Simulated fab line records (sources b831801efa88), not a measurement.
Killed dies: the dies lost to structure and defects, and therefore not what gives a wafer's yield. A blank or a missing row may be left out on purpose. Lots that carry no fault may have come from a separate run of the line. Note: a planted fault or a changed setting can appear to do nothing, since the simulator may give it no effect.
Split-lot trial / flow gf180mcu / 5 lots, 23 wafers read, on a route of 602 steps

## THE SPLIT
At GF_DUAL_GATE_STRIP_13 (strips in O2/N2), the setting power_w was moved away from the recipe's 1400 W on 8 of the 23 wafers read, by -11.1% to +8.1%. The other wafers ran this setting at the recipe's value.

Reading taken at the split's own step.

## THE READING
oes_product_au, in a.u., at GF_DUAL_GATE_STRIP_13 (strips in O2/N2). Fault-free wafers of this fab line usually give 0.716 a.u., standard deviation 0.0043 a.u.

wafer=L074.1; tool, chamber at the split=plasma_asher-02, 0; power_w as run, W=1244; against the recipe=-11.1%; oes_product_au, a.u.=0.669; against lot-mates on the recipe=-0.048
wafer=L074.2; tool, chamber at the split=plasma_asher-02, 1; power_w as run, W=1400; against the recipe=recipe; oes_product_au, a.u.=0.714; against lot-mates on the recipe=-
wafer=L074.3; tool, chamber at the split=plasma_asher-02, 1; power_w as run, W=1244; against the recipe=-11.1%; oes_product_au, a.u.=0.665; against lot-mates on the recipe=-0.052
wafer=L074.5; tool, chamber at the split=plasma_asher-02, 0; power_w as run, W=1400; against the recipe=recipe; oes_product_au, a.u.=0.720; against lot-mates on the recipe=-
wafer=L074.6; tool, chamber at the split=plasma_asher-02, 1; power_w as run, W=1244; against the recipe=-11.1%; oes_product_au, a.u.=0.669; against lot-mates on the recipe=-0.048
wafer=L075.2; tool, chamber at the split=plasma_asher-04, 0; power_w as run, W=1400; against the recipe=recipe; oes_product_au, a.u.=0.719; against lot-mates on the recipe=-
wafer=L075.4; tool, chamber at the split=plasma_asher-04, 1; power_w as run, W=1400; against the recipe=recipe; oes_product_au, a.u.=0.715; against lot-mates on the recipe=-
wafer=L075.5; tool, chamber at the split=plasma_asher-04, 0; power_w as run, W=1400; against the recipe=recipe; oes_product_au, a.u.=0.715; against lot-mates on the recipe=-
wafer=L082.2; tool, chamber at the split=plasma_asher-02, 0; power_w as run, W=1400; against the recipe=recipe; oes_product_au, a.u.=0.715; against lot-mates on the recipe=-
wafer=L082.3; tool, chamber at the split=plasma_asher-02, 1; power_w as run, W=1400; against the recipe=recipe; oes_product_au, a.u.=0.717; against lot-mates on the recipe=-
wafer=L082.4; tool, chamber at the split=plasma_asher-02, 0; power_w as run, W=1400; against the recipe=recipe; oes_product_au, a.u.=0.717; against lot-mates on the recipe=-
wafer=L082.5; tool, chamber at the split=plasma_asher-02, 0; power_w as run, W=1400; against the recipe=recipe; oes_product_au, a.u.=0.713; against lot-mates on the recipe=-
wafer=L082.6; tool, chamber at the split=plasma_asher-02, 1; power_w as run, W=1400; against the recipe=recipe; oes_product_au, a.u.=0.716; against lot-mates on the recipe=-
wafer=L083.1; tool, chamber at the split=plasma_asher-02, 1; power_w as run, W=1400; against the recipe=recipe; oes_product_au, a.u.=0.724; against lot-mates on the recipe=-
wafer=L083.2; tool, chamber at the split=plasma_asher-02, 0; power_w as run, W=1317; against the recipe=-5.9%; oes_product_au, a.u.=0.687; against lot-mates on the recipe=-0.030
wafer=L083.3; tool, chamber at the split=plasma_asher-02, 0; power_w as run, W=1317; against the recipe=-5.9%; oes_product_au, a.u.=0.692; against lot-mates on the recipe=-0.025
wafer=L083.4; tool, chamber at the split=plasma_asher-02, 1; power_w as run, W=1400; against the recipe=recipe; oes_product_au, a.u.=0.714; against lot-mates on the recipe=-
wafer=L083.5; tool, chamber at the split=plasma_asher-02, 1; power_w as run, W=1400; against the recipe=recipe; oes_product_au, a.u.=0.714; against lot-mates on the recipe=-
wafer=L085.1; tool, chamber at the split=plasma_asher-02, 0; power_w as run, W=1513; against the recipe=+8.1%; oes_product_au, a.u.=0.754; against lot-mates on the recipe=+0.040
wafer=L085.2; tool, chamber at the split=plasma_asher-02, 1; power_w as run, W=1513; against the recipe=+8.1%; oes_product_au, a.u.=0.749; against lot-mates on the recipe=+0.035
wafer=L085.3; tool, chamber at the split=plasma_asher-02, 1; power_w as run, W=1400; against the recipe=recipe; oes_product_au, a.u.=0.718; against lot-mates on the recipe=-
wafer=L085.5; tool, chamber at the split=plasma_asher-02, 0; power_w as run, W=1400; against the recipe=recipe; oes_product_au, a.u.=0.709; against lot-mates on the recipe=-
wafer=L085.6; tool, chamber at the split=plasma_asher-02, 1; power_w as run, W=1513; against the recipe=+8.1%; oes_product_au, a.u.=0.748; against lot-mates on the recipe=+0.034

THE FIT
A straight line over all 23 wafers: oes_product_au changes by +0.00432 a.u. for each +1% of power_w; r = +0.99; the points scatter about the line by 0.0032 a.u.
The same after taking each lot's own level away (the mean of its wafers on the recipe; 23 wafers): +0.0045 a.u. for each +1%; r = +0.99; scatter 0.0031 a.u.
On that fit, the largest move of power_w shifts the reading by 0.05 a.u.
From 0.7135 to 0.7173 a.u.: that is the span of the lots' own levels, equal to 0.9 times the standard deviation above.
The two slopes are in agreement: the lot-to-lot level therefore moves the slope only a little.
Check: with one of the wafers moved furthest among these (-11.1%) left out of the fit, the line predicts -0.0506 a.u. for it against its lot-mates. It came out at -0.048 a.u. against them.
Tool readings at the split's step, against how far the setting was moved: oes_product_au r = +0.99; strip_time_to_endpoint_s r = -1.00.

## FURTHER SPLITS ON THESE WAFERS
Before the reading, these wafers also passed through other splits. Each is held against what the fit with the lots' levels taken away leaves over:
other split on the same wafers=GF_VT_IMPLANT_IMPLANT_30 energy_kev; wafers away from the commonest value=11; r with oes_product_au (lot level and that fit taken away)=+0.07
other split on the same wafers=GF_VT_IMPLANT_IMPLANT_41 energy_kev; wafers away from the commonest value=8; r with oes_product_au (lot level and that fit taken away)=+0.12
other split on the same wafers=GF_DUAL_GATE_OXIDATION_02 temp_c; wafers away from the commonest value=18; r with oes_product_au (lot level and that fit taken away)=-0.01

## THE WHOLE CHAIN: every reading that the file lists as answering this split, in the file's order
step=GF_DUAL_GATE_STRIP_13; what it does=strips in O2/N2; reading=oes_product_au; change (the file's fit)=+0.00449 a.u. for each +1% of the setting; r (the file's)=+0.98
step=GF_DUAL_GATE_STRIP_13; what it does=strips in O2/N2; reading=strip_time_to_endpoint_s; change (the file's fit)=withheld for each +1% of the setting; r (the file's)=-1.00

## THE FILE'S OWN FIT
oes_product_au changes by +0.00449 a.u. for each +1% of power_w, r = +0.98.
